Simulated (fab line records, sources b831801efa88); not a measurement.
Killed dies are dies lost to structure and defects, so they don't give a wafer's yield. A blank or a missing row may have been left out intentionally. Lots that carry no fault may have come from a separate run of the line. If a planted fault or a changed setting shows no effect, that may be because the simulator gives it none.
Check for tools in common / flow sky130 / 12 lots, 36 wafers sampled

WHY THIS WAS OPENED
3 of 12 lots carry a flag on the reading VT_ADJUST_NCORE_TW at SKY_VT_ADJUST_NCORE_TW_MEAS_11. Wafers without a fault read 219.8, standard deviation 0.97.
Rule: flag the lot when none of its wafers has a number, or when each of its wafers that has one lies beyond 4 standard deviations from that mean. The other lots count as sound.

lot=L914; measured=day 8 10:46; on=film metro-04; VT_ADJUST_NCORE_TW, wafer by wafer=217.1 220.3 220.0; flag=
lot=L916; measured=day 8 23:32; on=film metro-01; VT_ADJUST_NCORE_TW, wafer by wafer=217.2 218.7 218.8; flag=
lot=L917; measured=day 9 08:43; on=film metro-03; VT_ADJUST_NCORE_TW, wafer by wafer=220.8 220.8 220.5; flag=
lot=L918; measured=day 9 12:47; on=film metro-03; VT_ADJUST_NCORE_TW, wafer by wafer=221.7 221.3 220.1; flag=
lot=L920; measured=day 10 10:59; on=film metro-03; VT_ADJUST_NCORE_TW, wafer by wafer=220.6 220.3 221.3; flag=
lot=L922; measured=day 11 01:32; on=film metro-01; VT_ADJUST_NCORE_TW, wafer by wafer=219.4 217.4 217.9; flag=
lot=L927; measured=day 12 10:03; on=film metro-03; VT_ADJUST_NCORE_TW, wafer by wafer=251.2 251.2 252.8; flag=FLAGGED
lot=L928; measured=day 12 15:32; on=film metro-01; VT_ADJUST_NCORE_TW, wafer by wafer=250.4 251.3 251.0; flag=FLAGGED
lot=L929; measured=day 13 02:57; on=film metro-01; VT_ADJUST_NCORE_TW, wafer by wafer=249.6 249.6 250.5; flag=FLAGGED
lot=L934; measured=day 14 13:58; on=film metro-04; VT_ADJUST_NCORE_TW, wafer by wafer=219.4 219.8 218.8; flag=
lot=L935; measured=day 14 21:56; on=film metro-01; VT_ADJUST_NCORE_TW, wafer by wafer=217.7 219.1 219.7; flag=
lot=L936; measured=day 15 09:25; on=film metro-01; VT_ADJUST_NCORE_TW, wafer by wafer=221.1 221.2 221.5; flag=
The mean of the flagged lots' numbers is 250.8, +31.0 from the usual (+32 standard deviations).

TOOL THAT RAN EACH LOT
The record holds 1 process step before the reading, out of a route of 708 steps. Every cell lists first the tool, next ch and the chambers used by the sampled wafers, and last the start.
lot=L914; flag=; SKY_VT_ADJUST_LVTN_COAT_13=litho track-03 ch 0, day 7 04:49
lot=L916; flag=; SKY_VT_ADJUST_LVTN_COAT_13=litho track-03 ch 0, day 7 15:10
lot=L917; flag=; SKY_VT_ADJUST_LVTN_COAT_13=litho track-04 ch 0, day 8 00:08
lot=L918; flag=; SKY_VT_ADJUST_LVTN_COAT_13=litho track-01 ch 0, day 8 03:59
lot=L920; flag=; SKY_VT_ADJUST_LVTN_COAT_13=litho track-01 ch 0, day 9 01:02
lot=L922; flag=; SKY_VT_ADJUST_LVTN_COAT_13=litho track-01 ch 0, day 9 13:43
lot=L927; flag=FLAGGED; SKY_VT_ADJUST_LVTN_COAT_13=litho track-03, day 10 21:01
lot=L928; flag=FLAGGED; SKY_VT_ADJUST_LVTN_COAT_13=litho track-01, day 11 02:41
lot=L929; flag=FLAGGED; SKY_VT_ADJUST_LVTN_COAT_13=litho track-04, day 11 13:50
lot=L934; flag=; SKY_VT_ADJUST_LVTN_COAT_13=litho track-01 ch 0, day 13 00:13
lot=L935; flag=; SKY_VT_ADJUST_LVTN_COAT_13=litho track-04 ch 0, day 13 07:13
lot=L936; flag=; SKY_VT_ADJUST_LVTN_COAT_13=litho track-01 ch 0, day 13 18:49
What these steps do:
- SKY_VT_ADJUST_LVTN_COAT_13: resist thk 1140 nm.
- SKY_VT_ADJUST_NCORE_TW_MEAS_11

FLAGGED OVER TOTAL, TOOL BY TOOL (the gauges that took the reading come last)
step=SKY_VT_ADJUST_LVTN_COAT_13; tool=litho track-01; lots run=6; flagged=1; share of the flagged lots=some; sound lots run after its first flagged lot=2 (L934,L936)
step=SKY_VT_ADJUST_LVTN_COAT_13; tool=litho track-03; lots run=3; flagged=1; share of the flagged lots=some; sound lots run after its first flagged lot=0
step=SKY_VT_ADJUST_LVTN_COAT_13; tool=litho track-04; lots run=3; flagged=1; share of the flagged lots=some; sound lots run after its first flagged lot=1 (L935)
step=SKY_VT_ADJUST_NCORE_TW_MEAS_11; tool=film metro-01; lots run=6; flagged=2; share of the flagged lots=some; sound lots run after its first flagged lot=2 (L935,L936)
step=SKY_VT_ADJUST_NCORE_TW_MEAS_11; tool=film metro-03; lots run=4; flagged=1; share of the flagged lots=some; sound lots run after its first flagged lot=0
step=SKY_VT_ADJUST_NCORE_TW_MEAS_11; tool=film metro-04; lots run=2; flagged=0; share of the flagged lots=none; sound lots run after its first flagged lot=-

WHAT IS ALLOWED BY THE TABLE
No row of the table ran every flagged lot.

WHAT THE SIMULATOR PUT IN
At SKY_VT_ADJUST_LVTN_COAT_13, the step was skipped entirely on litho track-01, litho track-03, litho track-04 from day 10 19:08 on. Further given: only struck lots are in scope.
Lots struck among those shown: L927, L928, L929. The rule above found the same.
